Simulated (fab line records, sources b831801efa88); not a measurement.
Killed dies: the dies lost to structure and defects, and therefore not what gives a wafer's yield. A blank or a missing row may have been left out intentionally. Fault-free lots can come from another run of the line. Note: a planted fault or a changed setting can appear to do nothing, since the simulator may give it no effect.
Split-lot experiment -- flow sky130 -- 23 wafers read from 5 lots, route of 708 steps

== THE SPLIT ==
At SKY_LI_CONTACT_COAT_07 (resist thk 450 nm), the setting spin rpm was moved away from the recipe's 3000 rpm on 5 of the 23 wafers read, by -5.3% to -5.0%. All remaining wafers had this setting at the recipe value.

== FROM THE SPLIT TO THE READING: what the file shows between them, 3 steps ==
- SKY_LI_CONTACT_SOFTBAKE_08: time 90 s
- SKY_LI_CONTACT_EXPOSE_09: exposes mask LICM1, target cd 170 nm
- SKY_LI_CONTACT_ETCH_14: etches BARC in N2/H2, stops on SiO2, time 45.9 s, target depth 60 nm

== THE READING ==
KrF-thick_of_LI_CONTACT_COAT_07.thk nm (the simulator's own value, which no gauge read), in nm, at SKY_LI_CONTACT_ETCH_15 (etches PSG in C4F8/O2/Ar, stops on Si, target depth 600 nm). There is no usual value for it anywhere in the file. Across the 18 wafers here that went through the recipe, the average is 229.3 nm and the standard deviation 2.3 nm.

wafer,"tool, chamber at the split","spin rpm as run, rpm",against the recipe,"KrF-thick_of_LI_CONTACT_COAT_07.thk nm, nm",against lot-mates on the recipe
L077.2,"litho track-01, 0",3000,recipe,227.9,-
L077.3,"litho track-01, 0",2842,-5.3%,243.2,+13.1
L077.4,"litho track-01, 0",3000,recipe,231.7,-
L077.5,"litho track-01, 0",3000,recipe,230.6,-
L077.6,"litho track-01, 0",2842,-5.3%,245.4,+15.3
L078.1,"litho track-02, 0",2849,-5.0%,240,+7.9
L078.2,"litho track-02, 0",3000,recipe,232,-
L078.3,"litho track-02, 0",2849,-5.0%,242.8,+10.7
L078.4,"litho track-02, 0",2849,-5.0%,244.5,+12.4
L078.5,"litho track-02, 0",3000,recipe,232.2,-
L080.1,"litho track-03, 0",3000,recipe,232.8,-
L080.2,"litho track-03, 0",3000,recipe,227.8,-
L080.4,"litho track-03, 0",3000,recipe,231.2,-
L080.5,"litho track-03, 0",3000,recipe,233,-
L080.6,"litho track-03, 0",3000,recipe,228.9,-
L081.1,"litho track-02, 0",3000,recipe,228.6,-
L081.2,"litho track-02, 0",3000,recipe,226.6,-
L081.3,"litho track-02, 0",3000,recipe,226.5,-
L081.5,"litho track-02, 0",3000,recipe,227.7,-
L081.6,"litho track-02, 0",3000,recipe,226.3,-
L082.1,"litho track-03, 0",3000,recipe,227.5,-
L082.4,"litho track-03, 0",3000,recipe,228.9,-
L082.5,"litho track-03, 0",3000,recipe,227.4,-

FIT RESULTS
A straight line over all 23 wafers: KrF-thick_of_LI_CONTACT_COAT_07.thk nm changes by -2.71 nm for each +1% of spin rpm; r = -0.94; the points scatter about the line by 2.2 nm.
The same after taking each lot's own level away (the mean of its wafers on the recipe; 23 wafers): -2.33 nm for each +1%; r = -0.95; scatter 1.7 nm.
According to that fit, moving spin rpm by its largest amount changes the reading by 12 nm.
From 227.14 to 232.10 nm: that is the span of the lots' own levels, equal to 2.2 times the standard deviation above.
Thus the slope moves with the lot-to-lot level: the two fits are different.
Check: with one of the wafers moved furthest among these (-5.3%) left out of the fit, the line predicts +12 nm for it against its lot-mates. It came out at +13.1 nm against them.

== FURTHER SPLITS ON THESE WAFERS ==
These wafers also went through other splits before the reading. Each is held against what the fit with the lots' levels taken away leaves over:
other split on the same wafers,wafers away from the commonest value,r with KrF-thick_of_LI_CONTACT_COAT_07.thk nm (lot level and that fit taken away)
SKY_LDD_HVP_IMPLANT_08 energy kev,7,+0.15
SKY_SD_P_IMPLANT_09 dose cm2,8,+0.02
SKY_RES_XHIGH_COAT_02 spin rpm,10,+0.15
SKY_SD_N_SOFTBAKE_03 temp c,5,-0.41
SKY_SD_N_DEVELOP_06 dev temp c,4,+0.05
SKY_LI_CONTACT_HDPCVD_00 sih4 flow sccm,8,+0.26

== THE WHOLE CHAIN: every reading that the file lists as answering this split, in the file's order ==
step,what it does,reading,change (the file's fit),r (the file's)
SKY_LI_CONTACT_COAT_07,resist thk 450 nm,"KrF-thick_of_LI_CONTACT_COAT_07.thk nm (the simulator's own value, which no gauge read)",-2.33 nm for each +1% of the setting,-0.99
SKY_LI_CONTACT_ETCH_15,"etches PSG in C4F8/O2/Ar, stops on Si, target depth 600 nm","KrF-thick_of_LI_CONTACT_COAT_07.thk nm (the simulator's own value, which no gauge read)",-2.39 nm for each +1% of the setting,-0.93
SKY_LI_CONTACT_STRIP_16,strips in O2/N2,strip time to endpoint s,withheld for each +1% of the setting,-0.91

== FILE'S OWN FIT ==
KrF-thick_of_LI_CONTACT_COAT_07.thk nm changes by -2.39 nm for each +1% of spin rpm, r = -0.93.
